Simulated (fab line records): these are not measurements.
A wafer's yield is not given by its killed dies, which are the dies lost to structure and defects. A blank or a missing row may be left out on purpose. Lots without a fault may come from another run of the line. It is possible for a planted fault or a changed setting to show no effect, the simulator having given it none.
The tool behind it: which one? :: flow sky130 :: 24 lots with 72 wafers sampled at 5 steps, on a route of 708 steps

## WHAT EACH GAUGE READ, for each wafer
SKY_POLY_GATE_OVL_MEAS_14.
lot: L074
measured: day 16 07:58
on: overlay-01
POLY_GATE_OVL (nm): -9 -5 -12

lot: L075
measured: day 16 22:59
on: overlay-02
POLY_GATE_OVL (nm): -1 -6 -10

lot: L076
measured: day 17 10:41
on: overlay-01
POLY_GATE_OVL (nm): -1 -3 -2

lot: L077
measured: day 18 00:01
on: overlay-01
POLY_GATE_OVL (nm): -15 -10 -10

lot: L078
measured: day 18 02:56
on: overlay-01
POLY_GATE_OVL (nm): -3 4 -4

lot: L079
measured: day 18 13:37
on: overlay-01
POLY_GATE_OVL (nm): -4 4 -5

lot: L080
measured: day 19 00:17
on: overlay-02
POLY_GATE_OVL (nm): 0 -4 -2

lot: L082
measured: day 19 11:21
on: overlay-02
POLY_GATE_OVL (nm): 0 4 0

lot: L081
measured: day 19 12:02
on: overlay-01
POLY_GATE_OVL (nm): 3 -5 -4

lot: L083
measured: day 20 02:11
on: overlay-01
POLY_GATE_OVL (nm): 7 1 -4

lot: L084
measured: day 20 10:42
on: overlay-02
POLY_GATE_OVL (nm): -7 -12 -5

lot: L085
measured: day 20 14:32
on: overlay-01
POLY_GATE_OVL (nm): -6 -5 -6

lot: L086
measured: day 21 01:17
on: overlay-02
POLY_GATE_OVL (nm): -2 -2 -7

lot: L087
measured: day 21 09:49
on: overlay-01
POLY_GATE_OVL (nm): -8 -7 -5

lot: L088
measured: day 21 18:48
on: overlay-02
POLY_GATE_OVL (nm): -3 -1 -2

lot: L089
measured: day 22 04:23
on: overlay-01
POLY_GATE_OVL (nm): -6 -3 1

lot: L090
measured: day 22 08:34
on: overlay-02
POLY_GATE_OVL (nm): 6 0 9

lot: L091
measured: day 22 20:29
on: overlay-02
POLY_GATE_OVL (nm): -18 -13 -13

lot: L092
measured: day 23 08:47
on: overlay-02
POLY_GATE_OVL (nm): -3 -2 0

lot: L093
measured: day 23 10:24
on: overlay-02
POLY_GATE_OVL (nm): 6 3 -5

lot: L094
measured: day 23 15:37
on: overlay-02
POLY_GATE_OVL (nm): 5 11 7

lot: L095
measured: day 24 09:33
on: overlay-01
POLY_GATE_OVL (nm): -2 -3 -2

lot: L096
measured: day 24 21:17
on: overlay-02
POLY_GATE_OVL (nm): -6 -5 -10

lot: L097
measured: day 25 06:45
on: overlay-02
POLY_GATE_OVL (nm): -7 -7 -6

SKY_VIA3_OVL_MEAS_13.
lot: L074
measured: day 39 16:14
on: overlay-02
VIA3_OVL (nm): -10 -6 -8

lot: L075
measured: day 40 08:50
on: overlay-02
VIA3_OVL (nm): -2 2 -6

lot: L076
measured: day 40 12:08
on: overlay-02
VIA3_OVL (nm): -10 -6 -8

lot: L077
measured: day 41 00:41
on: overlay-02
VIA3_OVL (nm): -4 2 2

lot: L078
measured: day 41 08:29
on: overlay-02
VIA3_OVL (nm): 11 7 5

lot: L079
measured: day 41 12:38
on: overlay-01
VIA3_OVL (nm): -5 0 1

lot: L080
measured: day 41 20:32
on: overlay-01
VIA3_OVL (nm): -7 1 -9

lot: L082
measured: day 42 05:53
on: overlay-01
VIA3_OVL (nm): -7 2 -5

lot: L081
measured: day 42 07:05
on: overlay-01
VIA3_OVL (nm): -12 -6 -11

lot: L083
measured: day 42 17:23
on: overlay-02
VIA3_OVL (nm): 8 7 10

lot: L084
measured: day 43 01:15
on: overlay-01
VIA3_OVL (nm): -2 -2 -7

lot: L085
measured: day 43 02:20
on: overlay-01
VIA3_OVL (nm): 4 4 0

lot: L086
measured: day 43 12:11
on: overlay-02
VIA3_OVL (nm): 7 2 6

lot: L087
measured: day 43 17:20
on: overlay-01
VIA3_OVL (nm): -8 -10 -10

lot: L088
measured: day 44 02:03
on: overlay-02
VIA3_OVL (nm): 6 18 7

lot: L089
measured: day 44 10:56
on: overlay-02
VIA3_OVL (nm): 11 9 6

lot: L090
measured: day 44 13:11
on: overlay-01
VIA3_OVL (nm): -9 -5 -6

lot: L091
measured: day 44 20:38
on: overlay-01
VIA3_OVL (nm): -3 -1 -2

lot: L092
measured: day 45 02:17
on: overlay-01
VIA3_OVL (nm): -8 -11 -2

lot: L093
measured: day 45 05:29
on: overlay-01
VIA3_OVL (nm): 6 2 2

lot: L094
measured: day 45 06:59
on: overlay-01
VIA3_OVL (nm): 1 -9 -1

lot: L095
measured: day 45 21:02
on: overlay-02
VIA3_OVL (nm): -4 7 -3

lot: L096
measured: day 46 04:50
on: overlay-01
VIA3_OVL (nm): -8 -5 -9

lot: L097
measured: day 46 14:35
on: overlay-01
VIA3_OVL (nm): 3 5 -2

SKY_VIA3_RS_MEAS_22: uses a four-point probe to measure.
lot: L074
measured: day 39 17:12
on: film metro-02
VIA3_W_RS (ohm/sq): 0.2976 0.2949 0.2913

lot: L075
measured: day 40 09:46
on: film metro-03
VIA3_W_RS (ohm/sq): 0.2903 0.2914 0.2914

lot: L076
measured: day 40 13:03
on: film metro-02
VIA3_W_RS (ohm/sq): 0.2988 0.2911 0.2979

lot: L077
measured: day 41 01:37
on: film metro-02
VIA3_W_RS (ohm/sq): 0.2939 0.2932 0.2935

lot: L078
measured: day 41 09:23
on: film metro-01
VIA3_W_RS (ohm/sq): 0.2918 0.2930 0.2912

lot: L079
measured: day 41 13:37
on: film metro-02
VIA3_W_RS (ohm/sq): 0.2949 0.2915 0.2914

lot: L080
measured: day 41 21:27
on: film metro-01
VIA3_W_RS (ohm/sq): 0.2935 0.2890 0.2938

lot: L082
measured: day 42 06:50
on: film metro-03
VIA3_W_RS (ohm/sq): 0.2954 0.2928 0.2953

lot: L081
measured: day 42 08:02
on: film metro-02
VIA3_W_RS (ohm/sq): 0.2944 0.2933 0.2933

lot: L083
measured: day 42 18:17
on: film metro-03
VIA3_W_RS (ohm/sq): 0.2945 0.2963 0.2918

lot: L084
measured: day 43 02:11
on: film metro-02
VIA3_W_RS (ohm/sq): 0.2957 0.2944 0.2958

lot: L085
measured: day 43 03:17
on: film metro-02
VIA3_W_RS (ohm/sq): 0.2923 0.2939 0.2911

lot: L086
measured: day 43 13:05
on: film metro-03
VIA3_W_RS (ohm/sq): 0.2916 0.2881 0.2891

lot: L087
measured: day 43 18:16
on: film metro-03
VIA3_W_RS (ohm/sq): 0.2927 0.2932 0.2911

lot: L088
measured: day 44 02:59
on: film metro-02
VIA3_W_RS (ohm/sq): 0.2909 0.2924 0.2899

lot: L089
measured: day 44 11:53
on: film metro-01
VIA3_W_RS (ohm/sq): 0.2904 0.2935 0.2926

lot: L090
measured: day 44 14:10
on: film metro-03
VIA3_W_RS (ohm/sq): 0.2946 0.2922 0.2922

lot: L091
measured: day 44 21:34
on: film metro-03
VIA3_W_RS (ohm/sq): 0.2886 0.2895 0.2878

lot: L092
measured: day 45 03:32
on: film metro-01
VIA3_W_RS (ohm/sq): 0.2940 0.2903 0.2889

lot: L093
measured: day 45 06:29
on: film metro-02
VIA3_W_RS (ohm/sq): 0.2926 0.2891 0.2906

lot: L094
measured: day 45 07:58
on: film metro-01
VIA3_W_RS (ohm/sq): 0.2973 0.2930 0.2968

lot: L095
measured: day 45 22:07
on: film metro-02
VIA3_W_RS (ohm/sq): 0.2903 0.2884 0.2929

lot: L096
measured: day 46 05:44
on: film metro-01
VIA3_W_RS (ohm/sq): 0.2907 0.2902 0.2895

lot: L097
measured: day 46 15:29
on: film metro-02
VIA3_W_RS (ohm/sq): 0.2879 0.2926 0.2904

## EACH LOT AND THE TOOL THAT RAN IT (in order: tool; ch and the chambers of the sampled wafers; start)
lot: L074
SKY_LI_CONTACT_ETCH_15: rie diel-03 ch 1,2,3, day 29 04:45
SKY_VIA2_CVD_21: cvd w-01 ch 1, day 36 08:03

lot: L075
SKY_LI_CONTACT_ETCH_15: rie diel-03 ch 0,1,3, day 29 21:48
SKY_VIA2_CVD_21: cvd w-02 ch 0,1, day 37 02:22

lot: L076
SKY_LI_CONTACT_ETCH_15: rie diel-04 ch 0,2, day 30 04:30
SKY_VIA2_CVD_21: cvd w-01 ch 0,1, day 37 06:08

lot: L077
SKY_LI_CONTACT_ETCH_15: rie diel-01 ch 0,2,3, day 30 20:29
SKY_VIA2_CVD_21: cvd w-02 ch 0,1, day 37 19:40

lot: L078
SKY_LI_CONTACT_ETCH_15: rie diel-01 ch 1,2, day 30 23:21
SKY_VIA2_CVD_21: cvd w-02 ch 0,1, day 38 01:48

lot: L079
SKY_LI_CONTACT_ETCH_15: rie diel-04 ch 1,2,3, day 31 07:09
SKY_VIA2_CVD_21: cvd w-02 ch 0,1, day 38 07:17

lot: L080
SKY_LI_CONTACT_ETCH_15: rie diel-03 ch 1,3, day 31 13:53
SKY_VIA2_CVD_21: cvd w-02 ch 0,1, day 38 14:23

lot: L082
SKY_LI_CONTACT_ETCH_15: rie diel-01 ch 1,2,3, day 32 01:33
SKY_VIA2_CVD_21: cvd w-02 ch 0,1, day 39 01:36

lot: L081
SKY_LI_CONTACT_ETCH_15: rie diel-03 ch 0,1,2, day 32 03:45
SKY_VIA2_CVD_21: cvd w-02 ch 0,1, day 39 02:47

lot: L083
SKY_LI_CONTACT_ETCH_15: rie diel-01 ch 2,3, day 32 14:41
SKY_VIA2_CVD_21: cvd w-02 ch 0,1, day 39 13:02

lot: L084
SKY_LI_CONTACT_ETCH_15: rie diel-03 ch 0,1,3, day 32 23:33
SKY_VIA2_CVD_21: cvd w-01 ch 0,1, day 39 22:13

lot: L085
SKY_LI_CONTACT_ETCH_15: rie diel-04 ch 1,3, day 33 00:57
SKY_VIA2_CVD_21: cvd w-02 ch 1, day 39 23:11

lot: L086
SKY_LI_CONTACT_ETCH_15: rie diel-04 ch 1,2,3, day 33 11:39
SKY_VIA2_CVD_21: cvd w-02 ch 0,1, day 40 09:27

lot: L087
SKY_LI_CONTACT_ETCH_15: rie diel-03 ch 0,3, day 33 17:54
SKY_VIA2_CVD_21: cvd w-01 ch 0,1, day 40 14:59

lot: L088
SKY_LI_CONTACT_ETCH_15: rie diel-04 ch 0,1, day 34 03:03
SKY_VIA2_CVD_21: cvd w-01 ch 0,1, day 40 23:41

lot: L089
SKY_LI_CONTACT_ETCH_15: rie diel-01 ch 0,2,3, day 34 14:03
SKY_VIA2_CVD_21: cvd w-02 ch 0,1, day 41 09:32

lot: L090
SKY_LI_CONTACT_ETCH_15: rie diel-01 ch 1,2, day 34 16:14
SKY_VIA2_CVD_21: cvd w-01 ch 0,1, day 41 12:08

lot: L091
SKY_LI_CONTACT_ETCH_15: rie diel-04 ch 0,1, day 35 00:20
SKY_VIA2_CVD_21: cvd w-02 ch 0,1, day 41 19:45

lot: L092
SKY_LI_CONTACT_ETCH_15: rie diel-01 ch 2,3, day 35 10:21
SKY_VIA2_CVD_21: cvd w-01 ch 0,1, day 42 03:29

lot: L093
SKY_LI_CONTACT_ETCH_15: rie diel-03 ch 0,2, day 35 13:30
SKY_VIA2_CVD_21: cvd w-01 ch 0,1, day 42 05:58

lot: L094
SKY_LI_CONTACT_ETCH_15: rie diel-01 ch 0,2,3, day 35 16:06
SKY_VIA2_CVD_21: cvd w-01 ch 0,1, day 42 07:48

lot: L095
SKY_LI_CONTACT_ETCH_15: rie diel-03 ch 0,1,3, day 36 11:30
SKY_VIA2_CVD_21: cvd w-01 ch 0,1, day 43 00:52

lot: L096
SKY_LI_CONTACT_ETCH_15: rie diel-01 ch 0,1,3, day 36 17:14
SKY_VIA2_CVD_21: cvd w-01 ch 0,1, day 43 07:10

lot: L097
SKY_LI_CONTACT_ETCH_15: rie diel-04 ch 0,1,3, day 37 05:45
SKY_VIA2_CVD_21: cvd w-02 ch 1, day 43 18:17
- SKY_LI_CONTACT_ETCH_15: etches PSG in C4F8/O2/Ar, stops on Si, target depth 600 nm.
- SKY_VIA2_CVD_21: deposits W, target thk 420 nm, time 126.4 s.

## AS READ BY THE TOOLS THEMSELVES (means over the sampled wafers that have a number; for cases with no such wafer, the mark the record gives instead)
SKY_LI_CONTACT_ETCH_15.
lot: L074
tool: rie diel-03
chamber pressure mTorr (mTorr): 40.01
oes product au (a.u.): 0.840

lot: L075
tool: rie diel-03
chamber pressure mTorr (mTorr): 40.00
oes product au (a.u.): 0.840

lot: L076
tool: rie diel-04
chamber pressure mTorr (mTorr): 40.01
oes product au (a.u.): 0.834

lot: L077
tool: rie diel-01
chamber pressure mTorr (mTorr): 40.01
oes product au (a.u.): 0.833

lot: L078
tool: rie diel-01
chamber pressure mTorr (mTorr): 39.99
oes product au (a.u.): 0.838

lot: L079
tool: rie diel-04
chamber pressure mTorr (mTorr): 40.02
oes product au (a.u.): 0.838

lot: L080
tool: rie diel-03
chamber pressure mTorr (mTorr): 39.99
oes product au (a.u.): 0.839

lot: L082
tool: rie diel-01
chamber pressure mTorr (mTorr): 40.01
oes product au (a.u.): 0.839

lot: L081
tool: rie diel-03
chamber pressure mTorr (mTorr): 39.97
oes product au (a.u.): 0.838

lot: L083
tool: rie diel-01
chamber pressure mTorr (mTorr): 39.98
oes product au (a.u.): 0.835

lot: L084
tool: rie diel-03
chamber pressure mTorr (mTorr): 39.97
oes product au (a.u.): 0.839

lot: L085
tool: rie diel-04
chamber pressure mTorr (mTorr): 40.00
oes product au (a.u.): 0.844

lot: L086
tool: rie diel-04
chamber pressure mTorr (mTorr): 40.01
oes product au (a.u.): 0.841

lot: L087
tool: rie diel-03
chamber pressure mTorr (mTorr): 40.02
oes product au (a.u.): 0.839

lot: L088
tool: rie diel-04
chamber pressure mTorr (mTorr): 40.02
oes product au (a.u.): 0.837

lot: L089
tool: rie diel-01
chamber pressure mTorr (mTorr): 40.01
oes product au (a.u.): 0.837

lot: L090
tool: rie diel-01
chamber pressure mTorr (mTorr): 40.00
oes product au (a.u.): 0.837

lot: L091
tool: rie diel-04
chamber pressure mTorr (mTorr): 39.96
oes product au (a.u.): 0.844

lot: L092
tool: rie diel-01
chamber pressure mTorr (mTorr): 39.98
oes product au (a.u.): 0.836

lot: L093
tool: rie diel-03
chamber pressure mTorr (mTorr): 40.00
oes product au (a.u.): 0.834

lot: L094
tool: rie diel-01
chamber pressure mTorr (mTorr): 39.94
oes product au (a.u.): 0.836

lot: L095
tool: rie diel-03
chamber pressure mTorr (mTorr): 39.99
oes product au (a.u.): 0.832

lot: L096
tool: rie diel-01
chamber pressure mTorr (mTorr): 40.01
oes product au (a.u.): 0.839

lot: L097
tool: rie diel-04
chamber pressure mTorr (mTorr): 40.00
oes product au (a.u.): 0.837

SKY_VIA2_CVD_21.
lot: L074
tool: cvd w-01
heater power w (W): 807
susceptor temp C (C): 400.20

lot: L075
tool: cvd w-02
heater power w (W): 823
susceptor temp C (C): 400.07

lot: L076
tool: cvd w-01
heater power w (W): 784
susceptor temp C (C): 400.09

lot: L077
tool: cvd w-02
heater power w (W): 828
susceptor temp C (C): 399.74

lot: L078
tool: cvd w-02
heater power w (W): 818
susceptor temp C (C): 399.87

lot: L079
tool: cvd w-02
heater power w (W): 812
susceptor temp C (C): 399.94

lot: L080
tool: cvd w-02
heater power w (W): 812
susceptor temp C (C): 399.89

lot: L082
tool: cvd w-02
heater power w (W): 822
susceptor temp C (C): 399.76

lot: L081
tool: cvd w-02
heater power w (W): 824
susceptor temp C (C): 400.01

lot: L083
tool: cvd w-02
heater power w (W): 833
susceptor temp C (C): 400.00

lot: L084
tool: cvd w-01
heater power w (W): 729
susceptor temp C (C): 400.06

lot: L085
tool: cvd w-02
heater power w (W): 812
susceptor temp C (C): 399.96

lot: L086
tool: cvd w-02
heater power w (W): 817
susceptor temp C (C): 400.04

lot: L087
tool: cvd w-01
heater power w (W): 697
susceptor temp C (C): 400.45

lot: L088
tool: cvd w-01
heater power w (W): 697
susceptor temp C (C): 400.24

lot: L089
tool: cvd w-02
heater power w (W): 837
susceptor temp C (C): 399.85

lot: L090
tool: cvd w-01
heater power w (W): 706
susceptor temp C (C): 399.99

lot: L091
tool: cvd w-02
heater power w (W): 807
susceptor temp C (C): 400.23

lot: L092
tool: cvd w-01
heater power w (W): 707
susceptor temp C (C): 399.67

lot: L093
tool: cvd w-01
heater power w (W): 726
susceptor temp C (C): 400.03

lot: L094
tool: cvd w-01
heater power w (W): 709
susceptor temp C (C): 399.76

lot: L095
tool: cvd w-01
heater power w (W): 714
susceptor temp C (C): 399.92

lot: L096
tool: cvd w-01
heater power w (W): 732
susceptor temp C (C): 400.16

lot: L097
tool: cvd w-02
heater power w (W): 812
susceptor temp C (C): 400.17

## THE ANSWER, worked out from the rows above alone
Rule: usual is defined by the lots themselves. Put in order of their means at a reading, lots are off if they are a third of the lots or fewer, leave a main group of 4 or more, and stand apart from it by a gap of 3 or more times the standard deviation of the main group's means; of several such gaps the widest counts. Not used: any main group whose means are identical at the precision the tables above print for the reading. A lot without any number at a reading at which 4 lots or more have one is off too. All remaining lots with rows at the step are treated as sound. Order of review: gauges by route order, followed by the tools' own readings, for which a lot's mean as printed above is used. The first step at which some lot is off is used, and at that step the reading that is off furthest; a lot without a number counts as furthest.
No lot is off at any reading shown: from this, nothing can be told.

## WHAT HAD BEEN PUT IN BY THE SIMULATOR
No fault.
